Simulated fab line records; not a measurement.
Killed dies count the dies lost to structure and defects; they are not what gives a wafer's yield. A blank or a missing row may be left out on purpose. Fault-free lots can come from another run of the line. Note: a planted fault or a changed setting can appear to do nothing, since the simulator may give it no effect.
Comparing a struck lot with a sound one -- flow sky130 -- 25 steps out of a route of 708
Sound: the wafers L336.2, L336.5, L336.6. Wafers L343.1, L343.2, L343.3 were the ones struck. At the end, the cause is stated.
Each step with rows lists, per side, the tool, then ch with its chambers, then its first start. Under that, the readings that differ: sound wafers -- struck wafers -- difference of the means -- sigmas: that difference in standard deviations of wafers without a fault.
alike: readings with means less than 2 such deviations apart, plus words and numbers identical on both sides. not compared: withheld readings, readings lacking a value on some wafer, bounds such as >300 that could conceal the same value, and numbers that have no deviation in the record and whose values overlap.
The two part at a step that has a row with sigmas, a row that says differs or no value, or rows on one side only. Numbers that don't overlap but have no deviation are shown without sigmas and don't part them. A reading missing from all wafers of one side parts the sides only when that side holds two or more wafers.

SKY_NWELL_RS_MEAS_31: the measuring method here is four-point-probe.
  struck on film_metro-02, day 8 17:22; sound on film_metro-02, day 6 21:11
  alike: PWDE_RS
then, 7 steps without rows for these wafers: SKY_VT_ADJUST_HVTP_DEHYDRATE_00 (time 60 s); SKY_VT_ADJUST_HVTP_HMDS_01 (prime time 60 s); SKY_VT_ADJUST_HVTP_COAT_02 (resist thk 1140 nm); SKY_VT_ADJUST_HVTP_SOFTBAKE_03 (time 60 s); SKY_VT_ADJUST_HVTP_EXPOSE_04 (exposes mask HVTPM, target cd 380 nm); SKY_VT_ADJUST_HVTP_PEB_05; SKY_VT_ADJUST_HVTP_DEVELOP_06 (develop time 60 s).
SKY_VT_ADJUST_HVTP_CD_MEAS_07: target cd 380 nm.
  struck on cd_sem-02, day 9 14:35; sound on cd_sem-02, day 7 17:11
  alike: cd_nm
SKY_VT_ADJUST_HVTP_OVL_MEAS_08:
  struck on overlay-02, day 9 14:42; sound on overlay-01, day 7 17:17
  alike: VT_ADJUST_HVTP_OVL
following that, these wafers have no rows for 1 step: SKY_VT_ADJUST_HVTP_IMPLANT_09.
SKY_VT_ADJUST_HVTP_STRIP_10: strips in O2/N2.
  sound on plasma_asher-04 ch 0,1, day 7 17:28; struck on plasma_asher-03 ch 0,1, day 9 14:53
  no value came back on the struck wafers for chamber_pressure_mTorr (mTorr), drypump_motor_current_A (A), oes_product_au (a.u.), strip_time_to_endpoint_s (s); on the sound wafers chamber_pressure_mTorr (mTorr) reads 1499.1 1501.5 1500.5
reading,sound,struck,difference,sigmas
model.NOVOLAK_of_VT_ADJUST_HVTP_COAT_02.thk_nm (nm),0 0 0,1138 1138 1136,+1137,
  not compared: rf_hours_counter_h
SKY_VT_ADJUST_HVTP_TW_MEAS_11:
  struck on film_metro-01, day 9 14:59; sound on film_metro-02, day 7 17:35
reading,sound,struck,difference,sigmas
VT_ADJUST_HVTP_TW,1384 1374 1388,1341 1346 1346,-38,-2
then, 7 steps without rows for these wafers: SKY_VT_ADJUST_LVTN_DEHYDRATE_00 (time 60 s); SKY_VT_ADJUST_LVTN_HMDS_01 (prime time 60 s); SKY_VT_ADJUST_LVTN_COAT_02 (resist thk 3000 nm); SKY_VT_ADJUST_LVTN_SOFTBAKE_03; SKY_VT_ADJUST_LVTN_EXPOSE_04 (exposes mask NWM COMPLEMENT LESS NATIVE, target cd 840 nm); SKY_VT_ADJUST_LVTN_PEB_05; SKY_VT_ADJUST_LVTN_DEVELOP_06 (develop time 60 s).
SKY_VT_ADJUST_LVTN_OVL_MEAS_07:
  struck on overlay-01, day 10 13:37; sound on overlay-02, day 8 13:43
  alike: VT_ADJUST_LVTN_OVL
following that, these wafers have no rows for 1 step: SKY_VT_ADJUST_LVTN_IMPLANT_08.
SKY_VT_ADJUST_LVTN_STRIP_09: strips in O2/N2.
  sound on plasma_asher-02 ch 0,1, day 8 13:54; struck on plasma_asher-04 ch 0,1, day 10 13:48
reading,sound,struck,difference,sigmas
strip_time_to_endpoint_s (s),36.89 36.96 36.98,53.75 53.72 53.77,+16.80,+99 or more
  alike: chamber_pressure_mTorr, drypump_motor_current_A, oes_product_au
  not compared: rf_hours_counter_h
SKY_VT_ADJUST_LVTN_TW_MEAS_10:
  struck on film_metro-04, day 10 13:54; sound on film_metro-01, day 8 14:01
reading,sound,struck,difference,sigmas
VT_ADJUST_LVTN_TW,238.7 238.6 238.8,30.2 30.2 30.3,-208.5,-69
then, 1 step without rows for these wafers: SKY_VT_ADJUST_LVTN_DEHYDRATE_11 (time 60 s).

WHERE THEY PART
First at SKY_VT_ADJUST_HVTP_STRIP_10; last, within this record, at SKY_VT_ADJUST_LVTN_TW_MEAS_10.

WHY: what had been put in by the simulator
Skipped step whole: plasma_asher-03, from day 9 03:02 on, at SKY_VT_ADJUST_HVTP_STRIP_10. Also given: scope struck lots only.
